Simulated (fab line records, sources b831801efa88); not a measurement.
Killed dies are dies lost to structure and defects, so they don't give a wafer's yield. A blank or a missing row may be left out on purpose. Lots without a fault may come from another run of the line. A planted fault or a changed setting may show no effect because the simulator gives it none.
Which tool did it? | flow gf180mcu | 14 lots, 39 wafers sampled, at 3 steps of a route of 602

WHAT THE GAUGES READ, wafer by wafer
GF_CONTACT_CD_MEAS_14: target cd 220 nm.
lot  | measured     | on        | cd_nm (nm)
L534 | day 16 02:59 | cd_sem-02 | 218.2 218.3 218.3
L535 | day 16 15:08 | cd_sem-02 | 219.9 218.1 218.7
L536 | day 17 03:23 | cd_sem-01 | 221.7 221.1 220.2
L539 | day 18 09:38 | cd_sem-01 | 219.8 219.2 220.8
L540 | day 19 07:09 | cd_sem-02 | 220.0 220.7 221.9
L548 | day 21 15:29 | cd_sem-02 | 214.1 217.3
L549 | day 22 00:24 | cd_sem-02 | 213.2 219.3
L550 | day 22 06:08 | cd_sem-02 | 211.3 212.5
L551 | day 22 13:36 | cd_sem-02 | 221.0 220.8 221.7
L552 | day 22 21:49 | cd_sem-01 | 216.6 217.4 217.7
L553 | day 23 02:50 | cd_sem-02 | 223.5 223.0 224.7
L554 | day 23 13:29 | cd_sem-02 | 221.7 222.4 222.8
L556 | day 24 04:33 | cd_sem-02 | 220.5 221.4 221.4
L557 | day 24 09:20 | cd_sem-02 | 220.0 220.2 218.6

GF_CONTACT_OVL_MEAS_15.
lot  | measured     | on         | CONTACT_OVL (nm)
L534 | day 16 03:05 | overlay-01 | 9 1 5
L535 | day 16 15:14 | overlay-01 | 4 5 5
L536 | day 17 03:29 | overlay-02 | 2 -2 -1
L539 | day 18 09:46 | overlay-02 | 0 0 2
L540 | day 19 07:16 | overlay-01 | 12 1 3
L548 | day 21 15:37 | overlay-01 | 4 7
L549 | day 22 00:28 | overlay-02 | 6 9
L550 | day 22 06:16 | overlay-02 | 3 -1
L551 | day 22 13:43 | overlay-02 | 12 3 2
L552 | day 22 21:55 | overlay-01 | 7 1 -2
L553 | day 23 02:56 | overlay-02 | 5 1 5
L554 | day 23 13:35 | overlay-02 | -3 -2 -2
L556 | day 24 04:40 | overlay-02 | 11 15 15
L557 | day 24 09:28 | overlay-01 | -4 3 0

WHICH TOOL RAN EACH LOT (tool, then ch and the chambers of the sampled wafers, then the start)
lot  | GF_CONTACT_EXPOSE_11
L534 | krf_scanner-01 ch 0, day 15 16:27
L535 | krf_scanner-01 ch 0, day 16 04:29
L536 | krf_scanner-01 ch 0, day 16 15:35
L539 | krf_scanner-01 ch 0, day 17 22:13
L540 | krf_scanner-02 ch 0, day 18 19:22
L548 | krf_scanner-01 ch 0, day 21 03:52
L549 | krf_scanner-01 ch 0, day 21 12:31
L550 | krf_scanner-01 ch 0, day 21 18:39
L551 | krf_scanner-02 ch 0, day 22 01:32
L552 | krf_scanner-02 ch 0, day 22 09:56
L553 | krf_scanner-02 ch 0, day 22 15:46
L554 | krf_scanner-02 ch 0, day 23 02:13
L556 | krf_scanner-02 ch 0, day 23 17:24
L557 | krf_scanner-02 ch 0, day 23 22:47
- GF_CONTACT_EXPOSE_11: exposes mask Contact, target cd 220 nm.

WHAT THE TOOLS THEMSELVES READ (means of the sampled wafers that have a number; where no wafer has one, the mark that the record gives instead)
GF_CONTACT_EXPOSE_11.
lot  | tool           | reticle_temp_C (C)
L534 | krf_scanner-01 | 23.02
L535 | krf_scanner-01 | 22.90
L536 | krf_scanner-01 | 22.95
L539 | krf_scanner-01 | 23.12
L540 | krf_scanner-02 | 23.09
L548 | krf_scanner-01 | 22.91
L549 | krf_scanner-01 | 22.98
L550 | krf_scanner-01 | 23.12
L551 | krf_scanner-02 | 23.01
L552 | krf_scanner-02 | 22.95
L553 | krf_scanner-02 | 22.89
L554 | krf_scanner-02 | 22.90
L556 | krf_scanner-02 | 23.11
L557 | krf_scanner-02 | 22.94

THE ANSWER, worked out from the rows above alone
Rule: what is usual is taken from the lots themselves. Put in order of their means at a reading, lots are off if they are a third of the lots or fewer, leave a main group of 4 or more, and stand apart from it by a gap of 3 or more times the standard deviation of the main group's means; of several such gaps the widest counts. A main group whose means are all the same, to the digits that the tables above print for the reading, isn't used. A lot without any number at a reading at which 4 lots or more have one is off too. The other lots that the step has rows for count as sound. The gauges are gone through in route order, then the tools' own readings, and for those a lot's mean is taken as printed above. The first step at which some lot is off is used, and at that step the reading that is off furthest; a lot without a number counts as furthest.
No lot is off at any reading shown: from this, nothing can be told.

WHAT THE SIMULATOR HAD PUT IN
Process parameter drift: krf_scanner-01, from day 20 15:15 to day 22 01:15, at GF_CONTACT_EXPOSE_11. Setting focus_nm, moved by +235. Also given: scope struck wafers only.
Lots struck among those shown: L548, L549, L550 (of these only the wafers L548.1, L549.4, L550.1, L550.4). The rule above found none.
